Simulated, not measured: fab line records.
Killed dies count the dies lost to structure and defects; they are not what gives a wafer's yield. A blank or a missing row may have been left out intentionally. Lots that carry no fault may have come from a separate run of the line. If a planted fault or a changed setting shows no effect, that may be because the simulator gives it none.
Split-lot study    flow gf180mcu    on a route of 602 steps: 5 lots, 23 wafers read

THE SPLIT ITSELF
At GF_TOP_METAL_EXPOSE_11 (exposes mask MetalTop, target cd 440 nm), the setting dose_mj was moved away from the recipe's 170 on 6 of the 23 wafers read, by -6.5% to -2.5%. This setting was run at the recipe's value on the other wafers.

FROM THE SPLIT TO THE READING: what the file shows between them, 2 steps
- GF_TOP_METAL_PEB_12
- GF_TOP_METAL_DEVELOP_13: develop time 60 s

THE READING
cd_nm (nm) at GF_TOP_METAL_CD_MEAS_14, where the cd target is 440 nm. Fault-free wafers of this fab line usually give 439.3 nm, standard deviation 2 nm.

wafer   tool, chamber at the split  dose_mj as run  against the recipe  cd_nm, nm  against lot-mates on the recipe
L074.1  iline_stepper-02, 0         170             recipe              437.1      -
L074.2  iline_stepper-02, 0         159             -6.5%               455.9      +17.9
L074.4  iline_stepper-02, 0         159             -6.5%               456.6      +18.6
L074.5  iline_stepper-02, 0         159             -6.5%               457.0      +19.0
L074.6  iline_stepper-02, 0         170             recipe              438.9      -
L077.1  iline_stepper-01, 0         170             recipe              438.7      -
L077.2  iline_stepper-01, 0         170             recipe              438.7      -
L077.4  iline_stepper-01, 0         165.8           -2.5%               448.5      +9.8
L077.5  iline_stepper-01, 0         165.8           -2.5%               448.3      +9.6
L077.6  iline_stepper-01, 0         165.8           -2.5%               446.8      +8.1
L079.1  iline_stepper-02, 0         170             recipe              436.5      -
L079.3  iline_stepper-02, 0         170             recipe              438.0      -
L079.6  iline_stepper-02, 0         170             recipe              435.3      -
L078.1  iline_stepper-01, 0         170             recipe              440.1      -
L078.2  iline_stepper-01, 0         170             recipe              438.6      -
L078.4  iline_stepper-01, 0         170             recipe              438.8      -
L078.5  iline_stepper-01, 0         170             recipe              439.2      -
L078.6  iline_stepper-01, 0         170             recipe              439.2      -
L084.1  iline_stepper-02, 0         170             recipe              439.4      -
L084.2  iline_stepper-02, 0         170             recipe              441.0      -
L084.3  iline_stepper-02, 0         170             recipe              438.9      -
L084.5  iline_stepper-02, 0         170             recipe              440.3      -
L084.6  iline_stepper-02, 0         170             recipe              441.8      -

FIT RESULTS
A straight line over all 23 wafers: cd_nm changes by -2.81 nm for each +1% of dose_mj; r = -0.97; the points scatter about the line by 1.6 nm.
The same after taking each lot's own level away (the mean of its wafers on the recipe; 23 wafers): -2.93 nm for each +1%; r = -0.99; scatter 1.1 nm.
According to that fit, moving dose_mj by its largest amount changes the reading by 19 nm.
The span of the lots' own levels, 436.60 to 440.28 nm, comes to 1.8 times the standard deviation stated above.
Hence the lot-to-lot level has little effect on the slope; both slopes agree.
Check: for one of the wafers moved furthest among these (-6.5%), held out of the fit, the line's prediction against its lot-mates is +19.7 nm. It came out at +17.9 nm against them.

THE FILE'S OWN FIT
cd_nm changes by -2.96 nm for each +1% of dose_mj, r = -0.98.
